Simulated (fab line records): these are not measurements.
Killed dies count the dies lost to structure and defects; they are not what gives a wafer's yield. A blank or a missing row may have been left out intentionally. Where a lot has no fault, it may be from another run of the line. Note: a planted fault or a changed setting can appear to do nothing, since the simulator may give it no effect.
Which tool was responsible? | flow sky130 | Sampling: 13 lots, 39 wafers, 4 of 708 route steps

## WHAT EACH GAUGE READ, for each wafer
SKY_SONOS_ONO_CD_MEAS_13: the cd target is 410 nm.
lot  | measured     | on       | cdNm (nm)
L537 | day 12 19:31 | cdSem-01 | 412.3 409.8 413.6
L539 | day 13 10:50 | cdSem-02 | 409.2 407.9 411.5
L540 | day 13 19:32 | cdSem-01 | 408.7 409.0 410.9
L542 | day 14 04:55 | cdSem-01 | 410.3 412.4 411.5
L546 | day 15 14:53 | cdSem-02 | 401.7 399.9 400.9
L547 | day 16 04:46 | cdSem-01 | 401.8 402.3 400.8
L548 | day 16 05:44 | cdSem-01 | 402.8 405.4 404.8
L550 | day 18 07:37 | cdSem-01 | 409.6 412.1 410.8
L553 | day 18 10:31 | cdSem-01 | 409.9 410.0 409.0
L555 | day 18 15:29 | cdSem-02 | 410.1 408.8 408.5
L556 | day 18 22:37 | cdSem-01 | 408.4 410.2 410.0
L557 | day 19 07:01 | cdSem-02 | 409.8 409.9 406.8
L558 | day 19 20:50 | cdSem-02 | 411.5 412.5 411.2

SKY_GATE_OXIDE_THK_MEAS_02.
lot  | measured     | on           | GATE_OXIDE_OXIDATION_00_THK (nm)
L537 | day 12 22:04 | filmMetro-03 | 10.31 10.35 10.32
L539 | day 13 13:16 | filmMetro-03 | 10.02 10.23 10.04
L540 | day 13 21:36 | filmMetro-03 | 10.12 10.21 10.16
L542 | day 14 07:21 | filmMetro-01 | 10.07 10.25 10.05
L546 | day 15 20:56 | filmMetro-03 | 9.87 9.97 9.80
L547 | day 16 07:57 | filmMetro-01 | 10.30 10.48 10.24
L548 | day 16 07:59 | filmMetro-04 | 9.98 9.84 9.83
L550 | day 18 10:02 | filmMetro-01 | 10.29 10.46 10.44
L553 | day 18 12:43 | filmMetro-04 | 10.47 10.53 10.52
L555 | day 18 18:50 | filmMetro-03 | 10.18 10.25 10.15
L556 | day 19 00:38 | filmMetro-01 | 10.40 10.46 10.50
L557 | day 19 09:06 | filmMetro-04 | 10.08 10.24 10.37
L558 | day 19 22:46 | filmMetro-04 | 10.39 10.22 10.29

SKY_LDD_LDN_OVL_MEAS_07.
lot  | measured     | on         | LDD_LDN_OVL (nm)
L537 | day 22 19:40 | overlay-01 | 0.2 1.3 1.4
L539 | day 24 18:10 | overlay-01 | 1.2 2.5 1.8
L540 | day 24 21:04 | overlay-02 | 0.4 -2.1 0.2
L542 | day 24 21:46 | overlay-02 | 0.7 -0.5 -0.1
L546 | day 26 01:31 | overlay-02 | -0.8 0.0 -0.4
L547 | day 26 16:11 | overlay-02 | 1.7 0.0 0.7
L548 | day 26 15:47 | overlay-02 | 2.2 2.4 1.7
L550 | day 28 16:37 | overlay-01 | 0.6 1.1 2.2
L553 | day 28 18:43 | overlay-02 | 1.2 1.6 1.8
L555 | day 28 22:46 | overlay-01 | 0.7 -1.1 -0.1
L556 | day 29 06:07 | overlay-02 | 1.7 2.2 1.5
L557 | day 29 13:49 | overlay-01 | -1.0 -3.3 -0.7
L558 | day 30 02:04 | overlay-01 | 3.1 1.6 1.5

## EACH LOT AND THE TOOL THAT RAN IT (in order: tool; ch and the chambers of the sampled wafers; start)
lot  | SKY_SONOS_ONO_EXPOSE_10
L537 | ilineStepper-02 ch 0, day 12 07:50
L539 | ilineStepper-02 ch 0, day 12 22:41
L540 | ilineStepper-01 ch 0, day 13 07:15
L542 | ilineStepper-01 ch 0, day 13 16:25
L546 | ilineStepper-02 ch 0, day 15 02:02
L547 | ilineStepper-02 ch 0, day 15 15:26
L548 | ilineStepper-02 ch 0, day 15 16:44
L550 | ilineStepper-01 ch 0, day 17 15:35
L553 | ilineStepper-01 ch 0, day 17 18:25
L555 | ilineStepper-01 ch 0, day 18 00:46
L556 | ilineStepper-01 ch 0, day 18 08:14
L557 | ilineStepper-01 ch 0, day 18 16:28
L558 | ilineStepper-01 ch 0, day 19 05:17
- SKY_SONOS_ONO_EXPOSE_10: exposes mask ONOM, target cd 410 nm.

## AS READ BY THE TOOLS THEMSELVES (means over the sampled wafers that have a number; for cases with no such wafer, the mark the record gives instead)
SKY_SONOS_ONO_EXPOSE_10.
lot  | tool            | exposureDoseMJCm2
L537 | ilineStepper-02 | 150.01
L539 | ilineStepper-02 | 149.93
L540 | ilineStepper-01 | 150.01
L542 | ilineStepper-01 | 150.18
L546 | ilineStepper-02 | 155.14
L547 | ilineStepper-02 | 153.87
L548 | ilineStepper-02 | 154.03
L550 | ilineStepper-01 | 149.84
L553 | ilineStepper-01 | 149.89
L555 | ilineStepper-01 | 149.92
L556 | ilineStepper-01 | 149.97
L557 | ilineStepper-01 | 149.96
L558 | ilineStepper-01 | 150.04

## THE ANSWER, worked out from the rows above alone
Rule: the lots themselves supply what counts as usual. Put in order of their means at a reading, lots are off if they are a third of the lots or fewer, leave a main group of 4 or more, and stand apart from it by a gap of 3 or more times the standard deviation of the main group's means; of several such gaps the widest counts. A main group is skipped when, at the precision printed for the reading in the tables above, its means are all equal. A lot without any number at a reading at which 4 lots or more have one is off too. The other lots that the step has rows for count as sound. The gauges are gone through in route order, then the tools' own readings, and for those a lot's mean is taken as printed above. At the first step where some lot is off, the reading lying furthest off is the one used; lots without a number count as furthest.
Off, at SKY_SONOS_ONO_CD_MEAS_13 on cdNm: L546, L547, L548. Main group: mean 410.2 nm, sd 1.1.
A tool fits if, at a process step before that reading, it ran every lot that is off, and no sound lot after the first of them. Not tried: the gauges at SKY_SONOS_ONO_CD_MEAS_13; whatever is off there is also off at SKY_SONOS_ONO_EXPOSE_10, on other tools, and gauge error can't account for it. One candidate fits, namely ilineStepper-02 at SKY_SONOS_ONO_EXPOSE_10. A fault onset in the window from L539 (day 12 22:41, its last sound lot) to L546 (day 15 02:02, its first lot off) fits.
The tool's own readings at SKY_SONOS_ONO_EXPOSE_10 bear it out: on the lots that are off they differ by more than 5 times the standard deviation of the sound lots' means. exposureDoseMJCm2 reads 154.35 there against 149.97 on the sound lots.

## WHAT THE SIMULATOR HAD INSERTED
Process parameters drifting: ilineStepper-02 at SKY_SONOS_ONO_EXPOSE_10, beginning at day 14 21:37. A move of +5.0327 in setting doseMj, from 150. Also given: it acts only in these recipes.
Lots struck among those shown: L546, L547, L548. The same result came from the rule above.
